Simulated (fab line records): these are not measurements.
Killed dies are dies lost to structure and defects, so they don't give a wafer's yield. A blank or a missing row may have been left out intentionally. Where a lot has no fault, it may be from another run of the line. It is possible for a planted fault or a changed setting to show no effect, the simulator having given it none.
Matching of chambers || flow gf180mcu || cmp-01 running GF_V4_CMP_04: 4 sister chambers
The step polishes SiO2. 4 wafers are shown with their chamber, then 12 later ones without.

== WAFERS WITH THEIR CHAMBER ==
{"wafer": "L087.1", "chamber": 0, "timeToEndpointS (s)": 81}
{"wafer": "L092.2", "chamber": 1, "timeToEndpointS (s)": 74}
{"wafer": "L092.5", "chamber": 2, "timeToEndpointS (s)": 71}
{"wafer": "L092.6", "chamber": 3, "timeToEndpointS (s)": 86}

== WAFERS WHOSE CHAMBER IS MISSING ==
{"wafer": "L094.2", "timeToEndpointS (s)": 80}
{"wafer": "L094.3", "timeToEndpointS (s)": 71}
{"wafer": "L094.5", "timeToEndpointS (s)": 83}
{"wafer": "L095.1", "timeToEndpointS (s)": 78}
{"wafer": "L095.2", "timeToEndpointS (s)": 72}
{"wafer": "L095.6", "timeToEndpointS (s)": 89}
{"wafer": "L097.1", "timeToEndpointS (s)": 81}
{"wafer": "L097.3", "timeToEndpointS (s)": 79}
{"wafer": "L097.5", "timeToEndpointS (s)": 85}
{"wafer": "L097.2", "timeToEndpointS (s)": 72}
{"wafer": "L097.4", "timeToEndpointS (s)": 92}
{"wafer": "L097.6", "timeToEndpointS (s)": 77}

== THE CHAMBER EACH PASSED THROUGH ==
{"wafer": "L094.2", "from the rows above": 0, "in truth": 0}
{"wafer": "L094.3", "from the rows above": "can't be placed: 2 or 1", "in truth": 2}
{"wafer": "L094.5", "from the rows above": "can't be placed: 0 or 3", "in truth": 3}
{"wafer": "L095.1", "from the rows above": "can't be placed: 0 or 1 or 2", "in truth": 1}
{"wafer": "L095.2", "from the rows above": "can't be placed: 2 or 1", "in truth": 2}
{"wafer": "L095.6", "from the rows above": 3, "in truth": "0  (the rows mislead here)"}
{"wafer": "L097.1", "from the rows above": 0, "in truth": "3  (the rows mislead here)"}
{"wafer": "L097.3", "from the rows above": "can't be placed: 0 or 1 or 3", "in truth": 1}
{"wafer": "L097.5", "from the rows above": "can't be placed: 3 or 0", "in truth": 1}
{"wafer": "L097.2", "from the rows above": "can't be placed: 2 or 1", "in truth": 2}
{"wafer": "L097.4", "from the rows above": 3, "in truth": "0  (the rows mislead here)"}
{"wafer": "L097.6", "from the rows above": "can't be placed: 1 or 0 or 2", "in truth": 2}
Correctly placed: 1 of 12. Not placeable from these rows: 8 (in 7, the candidates include the true chamber). 3 placed wrongly.
How it was worked out, from the rows above alone: a wafer's distance from a chamber is the root of the sum, over the readings, of the square of ((its reading less the chamber's mean) divided by the reading's scatter). The wafer belongs to the nearest chamber; if the next one is less than 2 further off, it can't be placed. For every chamber, the mean is computed from those of its wafers that are shown. The scatter: root of mean squared gap, hidden wafer to nearest shown wafer, with one shown wafer a chamber.
